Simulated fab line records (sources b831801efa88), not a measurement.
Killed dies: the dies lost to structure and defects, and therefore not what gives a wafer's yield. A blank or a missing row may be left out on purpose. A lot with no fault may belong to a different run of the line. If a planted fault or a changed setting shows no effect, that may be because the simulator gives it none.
What tool caused it? ; flow gf180mcu ; Sampling: 24 lots, 72 wafers, 6 of 602 route steps

== WHAT EACH GAUGE READ, for each wafer ==
GF_SALICIDE_THK_MEAS_05: measures by xrf.
lot;measured;on;SALICIDE_TIN_THK (nm)
L074;day 14 21:56;film-metro-01;20.35 20.31 20.35
L075;day 15 07:32;film-metro-02;20.53 20.52 20.47
L076;day 15 17:28;film-metro-02;20.11 20.10 20.21
L077;day 16 05:32;film-metro-01;20.62 20.56 20.67
L078;day 16 14:39;film-metro-01;20.30 19.85 20.10
L079;day 17 05:41;film-metro-02;20.36 20.45 20.24
L080;day 17 14:06;film-metro-02;20.37 20.49 20.53
L081;day 17 21:37;film-metro-01;20.46 20.30 20.33
L082;day 18 14:00;film-metro-02;20.57 20.31 20.46
L083;day 18 22:19;film-metro-02;20.09 19.95 20.10
L084;day 18 23:34;film-metro-01;20.32 20.23 20.29
L085;day 19 04:05;film-metro-04;20.27 20.36 20.12
L086;day 19 12:32;film-metro-01;19.98 19.90 20.05
L087;day 19 21:50;film-metro-02;20.29 20.41 20.23
L088;day 20 10:53;film-metro-02;20.35 20.39 20.32
L089;day 20 15:54;film-metro-02;20.33 20.23 20.32
L090;day 20 22:04;film-metro-02;20.50 20.74 20.62
L091;day 21 05:12;film-metro-01;20.31 20.22 20.34
L092;day 21 14:59;film-metro-01;20.38 20.37 20.17
L093;day 21 23:20;film-metro-01;20.52 20.48 20.48
L094;day 22 05:05;film-metro-02;20.53 20.25 20.34
L095;day 22 21:53;film-metro-02;19.91 20.17 20.17
L096;day 23 03:05;film-metro-01;20.22 20.33 20.26
L097;day 23 07:59;film-metro-02;20.24 20.57 20.32

GF_PASSIVATION_THK_MEAS_03.
lot;measured;on;PASSIVATION_CVD_02_THK (nm)
L074;day 27 23:53;film-metro-03;697 718 718
L075;day 28 07:11;film-metro-01;697 720 714
L076;day 28 14:52;film-metro-03;702 703 711
L077;day 29 02:09;film-metro-01;698 685 694
L078;day 29 11:35;film-metro-03;695 698 711
L079;day 30 00:14;film-metro-01;699 697 706
L080;day 30 09:13;film-metro-03;693 702 705
L081;day 30 11:56;film-metro-02;702 712 701
L082;day 31 03:45;film-metro-02;696 694 709
L083;day 31 07:35;film-metro-01;698 724 719
L084;day 31 07:51;film-metro-01;687 696 699
L085;day 31 11:46;film-metro-01;699 692 706
L086;day 31 17:33;film-metro-01;689 706 715
L087;day 32 00:57;film-metro-01;693 701 712
L088;day 32 06:25;film-metro-01;691 687 700
L089;day 32 14:01;film-metro-03;691 700 709
L090;day 32 15:51;film-metro-03;695 704 710
L091;day 32 22:51;film-metro-01;695 690 700
L092;day 33 03:11;film-metro-01;686 690 705
L093;day 33 11:57;film-metro-03;691 680 707
L094;day 33 16:55;film-metro-02;691 699 707
L095;day 34 07:42;film-metro-01;691 711 704
L096;day 34 06:50;film-metro-02;698 700 696
L097;day 34 07:52;film-metro-01;674 692 685

== WHICH TOOL RAN EACH LOT (tool, then ch and the chambers of the sampled wafers, then the start) ==
lot;GF_PSD_RTA_13;GF_M2_METAL_ETCH_16;GF_MIM_SPUTTER_00;GF_V5_SPUTTER_21
L074;rtp-anneal-02 ch 0, day 13 23:58;rie-metal-04 ch 0, day 18 23:20;pvd-sputter-03, day 24 06:18;pvd-sputter-01, day 27 01:41
L075;rtp-anneal-01 ch 0, day 14 09:40;rie-metal-03 ch 0,1, day 19 09:11;pvd-sputter-02, day 24 16:08;pvd-sputter-04, day 27 09:46
L076;rtp-anneal-01 ch 0, day 14 19:16;rie-metal-02 ch 0,1, day 19 19:37;pvd-sputter-02, day 25 01:17;pvd-sputter-02, day 27 16:52
L077;rtp-anneal-01 ch 0, day 15 06:56;rie-metal-03 ch 1, day 20 11:12;pvd-sputter-03, day 25 13:05;pvd-sputter-01, day 28 04:42
L078;rtp-anneal-02 ch 0, day 15 16:25;rie-metal-02 ch 1, day 20 20:43;pvd-sputter-01, day 25 23:56;pvd-sputter-01, day 28 14:04
L079;rtp-anneal-01 ch 0, day 16 06:06;rie-metal-04 ch 0,1, day 21 10:34;pvd-sputter-03, day 26 10:19;pvd-sputter-02, day 29 01:41
L080;rtp-anneal-02 ch 0, day 16 14:11;rie-metal-04 ch 0,1, day 21 20:52;pvd-sputter-01, day 26 20:37;pvd-sputter-04, day 29 10:25
L081;rtp-anneal-02 ch 0, day 16 21:13;rie-metal-03 ch 0,1, day 22 04:01;pvd-sputter-01, day 27 02:26;pvd-sputter-04, day 29 15:31
L082;rtp-anneal-01 ch 0, day 17 13:17;rie-metal-03 ch 1, day 22 21:13;pvd-sputter-03, day 27 17:18;pvd-sputter-01, day 30 08:28
L083;rtp-anneal-02 ch 0, day 17 21:36;rie-metal-03 ch 1, day 23 02:46;pvd-sputter-02, day 27 23:38;pvd-sputter-02, day 30 11:07
L084;rtp-anneal-01 ch 0, day 17 22:30;rie-metal-04 ch 0,1, day 23 03:30;pvd-sputter-03, day 28 00:08;pvd-sputter-02, day 30 11:25
L085;rtp-anneal-02 ch 0, day 18 02:56;rie-metal-03 ch 0,1, day 23 10:38;pvd-sputter-03, day 28 03:44;pvd-sputter-02, day 30 15:34
L086;rtp-anneal-01 ch 0, day 18 11:37;rie-metal-04 ch 0,1, day 23 16:52;pvd-sputter-02, day 28 10:01;pvd-sputter-01, day 30 21:06
L087;rtp-anneal-02 ch 0, day 18 20:09;rie-metal-03 ch 0,1, day 24 01:43;pvd-sputter-01, day 28 18:57;pvd-sputter-02, day 31 05:14
L088;rtp-anneal-02 ch 0, day 19 08:56;rie-metal-02 ch 0,1, day 24 12:34;pvd-sputter-01, day 29 03:30;pvd-sputter-01, day 31 10:57
L089;rtp-anneal-02 ch 0, day 19 14:34;rie-metal-02 ch 0,1, day 24 17:49;pvd-sputter-01, day 29 10:23;pvd-sputter-04, day 31 19:10
L090;rtp-anneal-01 ch 0, day 19 20:50;rie-metal-04 ch 0,1, day 25 01:26;pvd-sputter-02, day 29 14:46;pvd-sputter-01, day 31 21:41
L091;rtp-anneal-02 ch 0, day 20 04:05;rie-metal-03 ch 1, day 25 05:28;pvd-sputter-02, day 29 18:53;pvd-sputter-01, day 32 04:45
L092;rtp-anneal-02 ch 0, day 20 14:44;rie-metal-02 ch 0,1, day 25 14:00;pvd-sputter-02, day 30 01:29;pvd-sputter-04, day 32 09:04
L093;rtp-anneal-02 ch 0, day 20 22:55;rie-metal-03 ch 0,1, day 25 23:36;pvd-sputter-01, day 30 10:55;pvd-sputter-04, day 32 17:34
L094;rtp-anneal-02 ch 0, day 21 04:48;rie-metal-03 ch 0,1, day 26 04:25;pvd-sputter-03, day 30 16:07;pvd-sputter-01, day 32 22:28
L095;rtp-anneal-01 ch 0, day 21 20:53;rie-metal-02 ch 1, day 26 23:44;pvd-sputter-02, day 31 09:01;pvd-sputter-02, day 33 14:19
L096;rtp-anneal-02 ch 0, day 22 02:59;rie-metal-04 ch 0,1, day 27 00:03;pvd-sputter-02, day 31 08:26;pvd-sputter-04, day 33 13:49
L097;rtp-anneal-02 ch 0, day 22 08:07;rie-metal-03 ch 0,1, day 27 03:49;pvd-sputter-03, day 31 11:21;pvd-sputter-02, day 33 14:45
- GF_PSD_RTA_13: time 20 s.
- GF_M2_METAL_ETCH_16: etches the open film in Cl2/BCl3, stops on SiO2, target depth 627.5 nm, time 104.6 s.
- GF_MIM_SPUTTER_00: material Ti, target thk 37.5 nm, time 150 s.
- GF_V5_SPUTTER_21: material Ti, target thk 15 nm, time 80.02 s.

== WHAT THE TOOLS THEMSELVES READ (means of the sampled wafers that have a number; where no wafer has one, the mark that the record gives instead) ==
GF_PSD_RTA_13.
lot;tool;anneal-temp-c-max;lamp-power-pct (%);wafer_temp_C_max
L074;rtp-anneal-02;1028.7;39;1030.7
L075;rtp-anneal-01;1032.2;32;1032.1
L076;rtp-anneal-01;1033.2;32;1030.5
L077;rtp-anneal-01;1033.0;32;1031.0
L078;rtp-anneal-02;1028.4;39;1030.4
L079;rtp-anneal-01;1033.1;32;1031.2
L080;rtp-anneal-02;1028.1;39;1031.6
L081;rtp-anneal-02;1028.6;39;1030.2
L082;rtp-anneal-01;1033.7;32;1032.0
L083;rtp-anneal-02;1028.3;39;1030.6
L084;rtp-anneal-01;1031.6;32;1031.0
L085;rtp-anneal-02;1028.6;39;1029.9
L086;rtp-anneal-01;1032.3;32;1031.8
L087;rtp-anneal-02;1028.4;39;1029.7
L088;rtp-anneal-02;1028.9;39;1031.2
L089;rtp-anneal-02;1028.2;39;1030.6
L090;rtp-anneal-01;1033.4;32;1031.3
L091;rtp-anneal-02;1027.7;39;1030.5
L092;rtp-anneal-02;1029.1;39;1031.4
L093;rtp-anneal-02;1028.7;39;1030.8
L094;rtp-anneal-02;1028.1;39;1030.6
L095;rtp-anneal-01;1032.7;32;1030.4
L096;rtp-anneal-02;1028.5;39;1032.2
L097;rtp-anneal-02;1029.0;39;1030.9

GF_M2_METAL_ETCH_16.
lot;tool;drypump-motor-current-A (A);mfc-cl2-sccm (sccm);oes-product-au (a.u.);throttle-valve-pct (%)
L074;rie-metal-04;6.2;80.29;0.977;28.243
L075;rie-metal-03;5.5;80.06;0.968;28.257
L076;rie-metal-02;5.6;80.14;0.963;28.260
L077;rie-metal-03;5.8;79.84;0.973;28.238
L078;rie-metal-02;5.6;80.14;0.965;28.251
L079;rie-metal-04;5.6;79.71;0.968;28.261
L080;rie-metal-04;5.6;80.39;0.970;28.262
L081;rie-metal-03;5.5;79.84;0.967;28.249
L082;rie-metal-03;5.9;80.06;0.974;28.251
L083;rie-metal-03;5.8;80.12;0.964;28.258
L084;rie-metal-04;5.6;80.20;0.969;28.252
L085;rie-metal-03;5.6;80.02;0.971;28.248
L086;rie-metal-04;5.9;80.09;0.974;28.254
L087;rie-metal-03;5.7;79.72;0.968;28.251
L088;rie-metal-02;5.6;79.73;0.970;28.258
L089;rie-metal-02;5.6;80.09;0.966;28.251
L090;rie-metal-04;5.9;79.98;0.968;28.248
L091;rie-metal-03;5.8;79.94;0.965;28.262
L092;rie-metal-02;5.6;80.26;0.979;28.258
L093;rie-metal-03;5.7;80.10;0.971;28.260
L094;rie-metal-03;5.5;80.17;0.969;28.256
L095;rie-metal-02;5.6;79.83;0.976;28.247
L096;rie-metal-04;5.6;79.94;0.969;28.264
L097;rie-metal-03;5.6;79.78;0.964;28.255

GF_MIM_SPUTTER_00.
lot;tool;throttle-valve-pct (%)
L074;pvd-sputter-03;29.7
L075;pvd-sputter-02;30.4
L076;pvd-sputter-02;30.6
L077;pvd-sputter-03;30.2
L078;pvd-sputter-01;30.2
L079;pvd-sputter-03;30.2
L080;pvd-sputter-01;30.5
L081;pvd-sputter-01;30.1
L082;pvd-sputter-03;30.2
L083;pvd-sputter-02;30.5
L084;pvd-sputter-03;30.1
L085;pvd-sputter-03;29.6
L086;pvd-sputter-02;30.8
L087;pvd-sputter-01;30.4
L088;pvd-sputter-01;31.3
L089;pvd-sputter-01;30.4
L090;pvd-sputter-02;29.0
L091;pvd-sputter-02;29.8
L092;pvd-sputter-02;30.2
L093;pvd-sputter-01;29.5
L094;pvd-sputter-03;30.2
L095;pvd-sputter-02;29.7
L096;pvd-sputter-02;31.2
L097;pvd-sputter-03;29.6

GF_V5_SPUTTER_21.
lot;tool;throttle-valve-pct (%)
L074;pvd-sputter-01;30.4
L075;pvd-sputter-04;30.6
L076;pvd-sputter-02;29.6
L077;pvd-sputter-01;30.3
L078;pvd-sputter-01;29.3
L079;pvd-sputter-02;31.0
L080;pvd-sputter-04;31.0
L081;pvd-sputter-04;30.7
L082;pvd-sputter-01;30.6
L083;pvd-sputter-02;30.2
L084;pvd-sputter-02;29.8
L085;pvd-sputter-02;29.0
L086;pvd-sputter-01;30.2
L087;pvd-sputter-02;30.8
L088;pvd-sputter-01;29.9
L089;pvd-sputter-04;30.7
L090;pvd-sputter-01;29.6
L091;pvd-sputter-01;30.6
L092;pvd-sputter-04;30.8
L093;pvd-sputter-04;30.4
L094;pvd-sputter-01;30.2
L095;pvd-sputter-02;30.6
L096;pvd-sputter-04;30.7
L097;pvd-sputter-02;30.5

== THE ANSWER, worked out from the rows above alone ==
Rule: usual is defined by the lots themselves. Put in order of their means at a reading, lots are off if they are a third of the lots or fewer, leave a main group of 4 or more, and stand apart from it by a gap of 3 or more times the standard deviation of the main group's means; of several such gaps the widest counts. If all means in a main group match to the digits the tables above print for the reading, that group is not used. A lot without any number at a reading at which 4 lots or more have one is off too. All remaining lots with rows at the step are treated as sound. First the gauges in route order, then the tools' own readings, where a lot's mean is used as printed above. At the first step where some lot is off, the reading lying furthest off is the one used; lots without a number count as furthest.
No lot is off at any reading shown: from this, nothing can be told.

== WHAT THE SIMULATOR HAD INSERTED ==
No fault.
